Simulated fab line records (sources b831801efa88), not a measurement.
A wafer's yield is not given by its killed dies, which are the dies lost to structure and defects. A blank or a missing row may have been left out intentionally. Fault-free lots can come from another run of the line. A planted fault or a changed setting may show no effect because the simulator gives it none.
Comparing a struck lot with a sound one	flow sky130	23 out of 708 route steps
Sound: wafers L339.1, L339.2, L339.4. Struck: wafers L341.2, L341.4, L341.6. The cause comes at the end.
Order at every step that has rows: each side's tool, ch and its chambers, its first start. Under that, the readings that differ: sound wafers	struck wafers	difference of the means	sigmas: that difference in standard deviations of wafers without a fault.
alike: same words and numbers on both sides, and readings whose means sit less than 2 such deviations apart. not compared: any withheld reading, any reading some wafer has no value for, any bound like >300 that may hide the same value, and any number with overlapping values for which the record gives no deviation.
The two part at a step that has a row with sigmas, a row that says differs or no value, or rows on one side only. When numbers do not overlap yet have no deviation, they are printed without sigmas and do not part them. Lack of a reading on every wafer of one side parts them only where that side has two or more wafers.

first, 5 steps without rows for these wafers: SKY_VT_ADJUST_NCORE_COAT_02 (resist thk 1140 nm); SKY_VT_ADJUST_NCORE_SOFTBAKE_03 (time 60 s); SKY_VT_ADJUST_NCORE_EXPOSE_04 (exposes mask LVTN COMPLEMENT THIN, target cd 380 nm); SKY_VT_ADJUST_NCORE_PEB_05; SKY_VT_ADJUST_NCORE_DEVELOP_06 (develop time 60 s).
SKY_VT_ADJUST_NCORE_CD_MEAS_07: target cd 380 nm.
  struck on cdSem-01, day 11 13:18; sound on cdSem-01, day 10 18:35
  alike: cdNm
SKY_VT_ADJUST_NCORE_OVL_MEAS_08:
  struck on overlay-01, day 11 13:25; sound on overlay-02, day 10 18:42
reading	sound	struck	difference	sigmas
VT_ADJUST_NCORE_OVL (nm)	3.0 1.4 1.3	-0.6 -1.2 -2.4	-3.3	-2
next, for these wafers, 1 step has no rows: SKY_VT_ADJUST_NCORE_IMPLANT_09.
SKY_VT_ADJUST_NCORE_STRIP_10: strips in O2/N2.
  sound on plasmaAsher-04 ch 0,1, day 10 18:53; struck on plasmaAsher-03 ch 0, day 11 13:35
  alike: drypumpMotorCurrentA, n2FlowSccm, oesProductAu, stripTimeToEndpointS
  not compared: rfHoursCounterH
SKY_VT_ADJUST_NCORE_TW_MEAS_11:
  struck on filmMetro-03, day 11 13:42; sound on filmMetro-03, day 10 18:59
  alike: VT_ADJUST_NCORE_TW
then, 2 steps without rows for these wafers: SKY_VT_ADJUST_HVTR_DEHYDRATE_00 (time 60 s); SKY_VT_ADJUST_HVTR_HMDS_01 (prime time 60 s).
SKY_VT_ADJUST_HVTR_COAT_02: resist thk 1140 nm.
  sound on lithoTrack-02 ch 0, day 11 06:16; struck on lithoTrack-02 ch 0, day 12 01:17
reading	sound	struck	difference	sigmas
spinSpeedRpm (rpm)	3000.9 3003.2 3003.9	3117.4 3118.0 3116.2	+114.5	+46
model.NOVOLAK_of_VT_ADJUST_HVTR_COAT_02.thkNm (nm)	1145 1141 1143	1113 1116 1113	-29	
SKY_VT_ADJUST_HVTR_SOFTBAKE_03: time 60.99 s.
  sound on lithoTrack-02 ch 0, day 11 06:25; struck on lithoTrack-02 ch 0, day 12 01:26
  alike: plateSensorTCentreC, plateSensorTEdgeC
then, 2 steps without rows for these wafers: SKY_VT_ADJUST_HVTR_EXPOSE_04 (exposes mask HVTRM, target cd 380 nm); SKY_VT_ADJUST_HVTR_PEB_05.
SKY_VT_ADJUST_HVTR_DEVELOP_06: develop time 60 s.
  sound on lithoTrack-03 ch 0, day 11 18:14; struck on lithoTrack-02 ch 0, day 12 13:47
reading	sound	struck	difference	sigmas
model.NOVOLAK_of_VT_ADJUST_HVTR_COAT_02.thkNm (nm)	1144 1140 1142	1112 1115 1112	-29	
SKY_VT_ADJUST_HVTR_CD_MEAS_07: target cd 380 nm.
  struck on cdSem-02, day 12 13:56; sound on cdSem-02, day 11 18:23
reading	sound	struck	difference	sigmas
cdNm (nm)	377.5 377.0 378.5	384.4 382.8 382.3	+5.5	+2
SKY_VT_ADJUST_HVTR_OVL_MEAS_08:
  struck on overlay-01, day 12 14:02; sound on overlay-02, day 11 18:30
  alike: VT_ADJUST_HVTR_OVL
next, for these wafers, 1 step has no rows: SKY_VT_ADJUST_HVTR_IMPLANT_09.
SKY_VT_ADJUST_HVTR_STRIP_10: strips in O2/N2.
  sound on plasmaAsher-03 ch 0,1, day 11 18:41; struck on plasmaAsher-03 ch 0,1, day 12 14:13
reading	sound	struck	difference	sigmas
stripTimeToEndpointS (s)	14.21 14.19 14.21	13.84 13.89 13.86	-0.34	-7
  alike: drypumpMotorCurrentA, n2FlowSccm, oesProductAu
  not compared: rfHoursCounterH
SKY_VT_ADJUST_HVTR_TW_MEAS_11:
  struck on filmMetro-01, day 12 14:22; sound on filmMetro-04, day 11 18:47
  alike: VT_ADJUST_HVTR_TW
-- record jumps: 36 days separate the struck wafers' starts on either side; left off in module VT_ADJUST_HVTR, taken up again in module PAD_OPEN, whose first shown step is the route's number 708 --
SKY_PAD_OPEN_PROBE_99:
  struck on prober-01, day 48 08:41; sound on prober-01, day 47 14:59
  alike: killed_at_M0_to_M3, killed_at_M4_up, killedAtContacts, killedAtFrontEnd, killedAtOther, killedDies, killedOpen, killedShort

## WHERE THEY PART
First at SKY_VT_ADJUST_NCORE_OVL_MEAS_08; last, within this record, at SKY_VT_ADJUST_HVTR_STRIP_10. Later steps at which nothing parts them and some readings are alike: SKY_VT_ADJUST_HVTR_TW_MEAS_11, SKY_PAD_OPEN_PROBE_99.

WHY: what the simulator had put in
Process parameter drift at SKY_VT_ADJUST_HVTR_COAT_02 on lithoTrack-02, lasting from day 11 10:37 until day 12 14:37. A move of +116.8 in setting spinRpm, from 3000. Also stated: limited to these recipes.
